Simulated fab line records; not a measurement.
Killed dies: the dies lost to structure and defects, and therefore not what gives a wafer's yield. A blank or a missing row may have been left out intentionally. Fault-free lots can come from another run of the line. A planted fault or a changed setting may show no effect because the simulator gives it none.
Which tool is to blame? -- flow sky130 -- 36 wafers from 12 lots sampled at 3 of the route's 708 steps

== WHAT EACH GAUGE READ, for each wafer ==
SKY_VIA3_THK_MEAS_23: measures by xrf.
lot,measured,on,VIA3_W_THK (nm)
L075,day 39 16:04,film-metro-01,390 390 388
L077,day 40 14:01,film-metro-01,401 399 405
L079,day 40 23:01,film-metro-01,399 399 401
L081,day 42 00:37,film-metro-01,399 396 393
L083,day 42 10:14,film-metro-04,399 402 404
L085,day 42 22:07,film-metro-04,406 404 408
L087,day 43 11:02,film-metro-04,410 406 405
L089,day 43 21:56,film-metro-04,407 405 406
L091,day 44 08:44,film-metro-02,401 402 400
L093,day 44 23:25,film-metro-01,405 402 399
L095,day 45 11:24,film-metro-02,393 396 389
L097,day 45 19:39,film-metro-01,387 392 393

== WHICH TOOL RAN EACH LOT (tool, then ch and the chambers of the sampled wafers, then the start) ==
lot,SKY_METAL3_SPUTTER_03,SKY_VIA3_CVD_21
L075,"pvd-sputter-04, day 36 08:49","cvd-w-02 ch 0,1, day 39 15:49"
L077,"pvd-sputter-02, day 37 08:34","cvd-w-01 ch 0,1, day 40 13:47"
L079,"pvd-sputter-04, day 37 17:27","cvd-w-01 ch 0,1, day 40 22:46"
L081,"pvd-sputter-03, day 38 19:59","cvd-w-01 ch 0,1, day 42 00:23"
L083,"pvd-sputter-03, day 39 06:13","cvd-w-02 ch 1, day 42 10:00"
L085,"pvd-sputter-02, day 39 18:59","cvd-w-01 ch 0,1, day 42 21:54"
L087,"pvd-sputter-04, day 40 07:06","cvd-w-01 ch 1, day 43 10:41"
L089,"pvd-sputter-04, day 40 18:31","cvd-w-01 ch 0,1, day 43 21:35"
L091,"pvd-sputter-02, day 41 06:04","cvd-w-01 ch 0,1, day 44 08:30"
L093,"pvd-sputter-03, day 41 22:22","cvd-w-01 ch 0,1, day 44 23:10"
L095,"pvd-sputter-03, day 42 11:49","cvd-w-01 ch 0,1, day 45 11:10"
L097,"pvd-sputter-04, day 42 20:46","cvd-w-02 ch 0,1, day 45 19:25"
- SKY_METAL3_SPUTTER_03: material Ti, target thk 5 nm, time 3.3 s.
- SKY_VIA3_CVD_21: deposits W, target thk 390 nm, time 117.31 s.

== THE ANSWER, worked out from the rows above alone ==
Rule: the usual values come from the lots themselves. Put in order of their means at a reading, lots are off if they are a third of the lots or fewer, leave a main group of 4 or more, and stand apart from it by a gap of 3 or more times the standard deviation of the main group's means; of several such gaps the widest counts. If all means in a main group match to the digits the tables above print for the reading, that group is not used. A lot without any number at a reading at which 4 lots or more have one is off too. Any other lot the step has rows for is counted as sound.
No lot is off at any reading shown: from this, nothing can be told.

== WHAT THE SIMULATOR PUT IN ==
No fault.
